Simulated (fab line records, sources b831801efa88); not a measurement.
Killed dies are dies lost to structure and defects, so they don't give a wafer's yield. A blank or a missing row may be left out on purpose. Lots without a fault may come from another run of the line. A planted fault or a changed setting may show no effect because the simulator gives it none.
One fault seen from 2 desks | flow sky130 | each desk has only its own numbers; what lay behind them comes last

THE METROLOGY DESK
What the gauges read, lot by lot, whatever tool the lot ran on: means of the sampled wafers that have a number. A lot is out of limits, marked OUT, if its mean lies more than 4 standard deviations from the usual mean; the brackets give that distance.
Columns: A = VIA1_BOW at SKY_VIA1_BOW_MEAS_03, usual 80 um; B = cd_nm at SKY_VIA1_CD_MEAS_12, usual 149.9 nm; C = VIA1_OVL at SKY_VIA1_OVL_MEAS_13, usual 0 nm
lot  | first seen here | A  | B     | C
L766 | day 33 05:02    | 79 | 151.8 | 1
L772 | day 35 08:20    | 82 | 148.0 | 2
L778 | day 37 00:28    | 81 | 151.8 | -1
L779 | day 37 02:34    | 79 | 151.2 | -4
L787 | day 39 08:25    | 84 | 148.2 | 2
This desk's finding: nothing out of limits on any of the 5 lots.

THE TOOL OWNER'S DESK: rie_diel-02
The tool's own readings at SKY_VIA1_ETCH_14 (etches BARC in N2/H2, stops on SiO2, time 45.9 s, target depth 60 nm): means of the sampled wafers that have a number, for each lot that ran on this tool. A lot is out of limits, marked OUT, if its mean lies more than 4 standard deviations from the usual mean; the brackets give that distance.
Columns: A = chamber_pressure_mTorr at SKY_VIA1_ETCH_14, usual 29.999 mTorr; B = drypump_motor_current_A at SKY_VIA1_ETCH_14, usual 5.8 A; C = oes_product_au at SKY_VIA1_ETCH_14, usual 0.854 a.u.; D = throttle_valve_pct at SKY_VIA1_ETCH_14, usual 13.224 %
lot  | first seen here | A      | B   | C     | D
L778 | day 38 02:28    | 29.996 | 6.0 | 0.855 | 13.223
L779 | day 38 05:08    | 30.004 | 6.1 | 0.854 | 13.214
This desk's finding: nothing out of limits on any of the 2 lots.

PUT TOGETHER
The metrology desk saw nothing out of limits.
The tool owner's desk saw nothing out of limits.

WHAT THE SIMULATOR HAD PUT IN
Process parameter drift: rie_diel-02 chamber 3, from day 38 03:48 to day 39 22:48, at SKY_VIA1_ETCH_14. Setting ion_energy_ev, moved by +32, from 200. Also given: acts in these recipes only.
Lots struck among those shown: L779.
